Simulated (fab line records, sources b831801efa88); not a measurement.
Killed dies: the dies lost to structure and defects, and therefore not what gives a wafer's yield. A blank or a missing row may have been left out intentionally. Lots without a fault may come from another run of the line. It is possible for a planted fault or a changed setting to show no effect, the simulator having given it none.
Matching of chambers / flow gf180mcu / pecvd-04 running GF_V5_CVD_02: 3 sister chambers
The step deposits SiO2 from TEOS, target thk 1450 nm, time 163.28 s. 3 wafers are shown with their chamber, then 12 later ones without.

## WAFERS, EACH WITH ITS CHAMBER
wafer=L092.4; chamber=2; heater power w (W)=556
wafer=L092.5; chamber=0; heater power w (W)=629
wafer=L092.6; chamber=1; heater power w (W)=527

## WAFERS WHOSE CHAMBER IS MISSING
wafer=L093.2; heater power w (W)=473
wafer=L093.3; heater power w (W)=631
wafer=L093.5; heater power w (W)=527
wafer=L096.1; heater power w (W)=709
wafer=L096.2; heater power w (W)=576
wafer=L096.3; heater power w (W)=545
wafer=L096.4; heater power w (W)=649
wafer=L096.5; heater power w (W)=430
wafer=L096.6; heater power w (W)=566
wafer=L097.2; heater power w (W)=601
wafer=L097.3; heater power w (W)=665
wafer=L097.4; heater power w (W)=530

## EACH ONE'S CHAMBER
wafer=L093.2; from the rows above=can't be placed: 1 or 2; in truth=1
wafer=L093.3; from the rows above=can't be placed: 0 or 2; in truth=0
wafer=L093.5; from the rows above=can't be placed: 1 or 2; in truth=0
wafer=L096.1; from the rows above=can't be placed: 0 or 2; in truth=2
wafer=L096.2; from the rows above=can't be placed: 2 or 1 or 0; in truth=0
wafer=L096.3; from the rows above=can't be placed: 2 or 1 or 0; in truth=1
wafer=L096.4; from the rows above=can't be placed: 0 or 2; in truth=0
wafer=L096.5; from the rows above=can't be placed: 1 or 2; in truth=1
wafer=L096.6; from the rows above=can't be placed: 2 or 1 or 0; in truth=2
wafer=L097.2; from the rows above=can't be placed: 0 or 2 or 1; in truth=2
wafer=L097.3; from the rows above=can't be placed: 0 or 2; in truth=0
wafer=L097.4; from the rows above=can't be placed: 1 or 2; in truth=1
Placed correctly: 0 of 12. Unplaceable from these rows: 12, with the true chamber sitting among the candidates in 11. Number placed wrongly: 0.
How it was worked out, from the rows above alone: a wafer's distance from a chamber is the root of the sum, over the readings, of the square of ((its reading less the chamber's mean) divided by the reading's scatter). The wafer belongs to the nearest chamber; if the next one is less than 2 further off, it can't be placed. Each chamber's mean is taken over the wafers shown for it. The scatter: with one shown wafer a chamber, the root of the mean of the squares of how far each hidden wafer lies from its nearest shown one.
